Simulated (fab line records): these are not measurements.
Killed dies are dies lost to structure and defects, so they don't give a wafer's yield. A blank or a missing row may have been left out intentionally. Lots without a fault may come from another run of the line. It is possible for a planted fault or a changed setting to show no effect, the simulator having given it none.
A lot that was struck, set against a sound lot / flow sfq_line / 14 out of 325 route steps
Sound: these wafers, L569.1, L569.5, L569.6. Wafers L580.2, L580.3, L580.6 were the ones struck. Last of all comes the cause.
Per side, at each step with rows, come the tool, then ch with its chambers, and then its first start. Under that, the readings that differ: sound wafers / struck wafers / difference of the means / sigmas: that difference in standard deviations of wafers without a fault.
alike: readings with means less than 2 such deviations apart, plus words and numbers identical on both sides. not compared: withheld readings, readings lacking a value on some wafer, bounds such as >300 that could conceal the same value, and numbers that have no deviation in the record and whose values overlap.
A row with sigmas, a row that says differs or no value, or rows on one side alone: a step with any of these is where the two part. Numbers that don't overlap but have no deviation are shown without sigmas and don't part them. Lack of a reading on every wafer of one side parts them only where that side has two or more wafers.

first, 6 steps without rows for these wafers: SFQ_TRILAYER_M1_LITHO_COAT_044 (resist thk 62 nm); SFQ_TRILAYER_M1_LITHO_COAT_039 (resist thk 600 nm); SFQ_TRILAYER_M1_LITHO_SOFTBAKE_043; SFQ_TRILAYER_M1_LITHO_EXPOSE_040 (exposes mask M1, target cd 500 nm); SFQ_TRILAYER_M1_LITHO_PEB_042 (peb time 60 s); SFQ_TRILAYER_M1_LITHO_DEVELOP_041 (time 60 s).
SFQ_M1_OVL_MEAS_911:
  sound on overlay-01, day 12 22:52; struck on overlay-02, day 16 10:25
  alike: M1_OVL
SFQ_TRILAYER_M1_BARC_OPEN_METAL_ETCH_054: etches BARC in O2, target depth 125 nm, time 41.7 s.
  sound on rie_metal-04 ch 0, day 12 22:54; struck on rie_metal-04 ch 0,1, day 16 10:27
  alike: drypump_motor_current_A, oes_product_au
  not compared: rf_hours_counter_h
SFQ_TRILAYER_M1_ETCH_METAL_ETCH_042: etches Nb in Cl2/Ar, stops on SiO2, target depth 240 nm, time 120 s.
  sound on rie_metal-04 ch 0, day 12 23:01; struck on rie_metal-04 ch 0,1, day 16 10:31
  alike: drypump_motor_current_A, oes_product_au
  not compared: rf_hours_counter_h
SFQ_TRILAYER_M1_STRIP_STRIP_043: strips in O2.
  sound on rie_metal-04 ch 0, day 12 23:16; struck on rie_metal-04 ch 0,1, day 16 10:38
  alike: drypump_motor_current_A, oes_product_au, platen_temp_c
  not compared: rf_hours_counter_h
then, 1 step without rows for these wafers: SFQ_TRILAYER_M1_STRIP_SOLV_CLEAN_044 (cleans in NMP, time 600 s).
SFQ_TRILAYER_I1_DEP_PECVD_045: deposits SiO2 from SiH4/N2O, time 111.11 s, target thk 500 nm.
  sound on pecvd-01 ch 0,2, day 13 00:38; struck on pecvd-01 ch 1,2, day 16 11:25
reading=run_length_s (s); sound=138.7 139.0 138.9; struck=120.9 121.0 121.1; difference=-17.9; sigmas=-42
reading=model.SiO2_of_TRILAYER_I1_DEP_PECVD_045.thk_nm (nm); sound=491.7 502.5 500.4; struck=414.6 426.2 427.3; difference=-75.5; sigmas=
  alike: heater_power_w, throttle_valve_pct
SFQ_TRILAYER_I1_CMP_CMP_046: polishes SiO2.
  sound on cmp-01 ch 1,2,3, day 13 05:55; struck on cmp-01 ch 2,3, day 16 14:52
reading=time_to_endpoint_s (s); sound=218 217 221; struck=161 163 163; difference=-56; sigmas=-7
  alike: motor_current_A
SFQ_I1_BOW_MEAS_912:
  sound on film_metro-02, day 13 07:55; struck on film_metro-02, day 16 17:53
  alike: I1_BOW

== WHERE THEY PART ==
First at SFQ_TRILAYER_I1_DEP_PECVD_045; last, within this record, at SFQ_TRILAYER_I1_CMP_CMP_046. Later steps at which nothing parts them and some readings are alike: SFQ_I1_BOW_MEAS_912.

WHY: whatever the simulator had introduced
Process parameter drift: pecvd-01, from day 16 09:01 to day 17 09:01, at SFQ_TRILAYER_I1_DEP_PECVD_045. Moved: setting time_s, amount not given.
